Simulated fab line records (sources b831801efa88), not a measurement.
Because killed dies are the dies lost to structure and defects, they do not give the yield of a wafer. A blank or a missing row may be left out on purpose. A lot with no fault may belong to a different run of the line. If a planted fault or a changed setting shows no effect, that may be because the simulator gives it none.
2 desks looking at one fault    flow sky130    numbers are kept per desk, each desk with only its own; the story behind them comes last

## AT THE TOOL OWNER'S DESK: ilineStepper-01
The tool's own readings at SKY_RES_XHIGH_EXPOSE_04 (exposes mask URPM, target cd 1270 nm): means of the sampled wafers that have a number, for each lot that ran on this tool. Any lot whose mean is over 4 standard deviations away from the usual mean is out of limits and marked OUT; that distance is given in the brackets.
Columns: A = stageVelMmS at SKY_RES_XHIGH_EXPOSE_04, usual 500.01 mm/s
lot   first seen here  A
L631  day 28 02:20     499.88
L632  day 28 14:49     500.15
L633  day 29 03:26     499.68
L636  day 29 16:09     499.86
L638  day 30 09:52     500.15
L639  day 30 21:51     499.97
L640  day 31 03:05     499.95
L645  day 32 16:28     499.89
L647  day 33 11:01     500.32
This desk found nothing out of limits on any of the 9 lots.

## METROLOGY DESK
What the gauges read, lot by lot, whatever tool the lot ran on: means of the sampled wafers that have a number. Any lot whose mean is over 4 standard deviations away from the usual mean is out of limits and marked OUT; that distance is given in the brackets.
Columns: A = METAL5_ALCU_RS at SKY_METAL5_RS_MEAS_05, usual 0.0270 ohm/sq
lot   first seen here  A
L627  day 43 05:43     0.0269
L629  day 44 01:15     0.0273
L631  day 44 14:13     0.0264
L632  day 44 23:38     0.0276
L633  day 45 07:16     0.0271
L634  day 45 09:04     0.0266
L635  day 45 13:46     0.0267
L636  day 45 18:11     0.0271
L638  day 46 07:05     0.0272
L639  day 46 13:50     0.0270
L640  day 46 17:02     0.0269
L645  day 48 00:25     0.0268
L647  day 48 13:28     0.0270
This desk found nothing out of limits on any of the 13 lots.

## BROUGHT TOGETHER
The desk of the tool owner found nothing out of limits.
The metrology desk saw nothing out of limits.

## WHAT THE SIMULATOR PUT IN
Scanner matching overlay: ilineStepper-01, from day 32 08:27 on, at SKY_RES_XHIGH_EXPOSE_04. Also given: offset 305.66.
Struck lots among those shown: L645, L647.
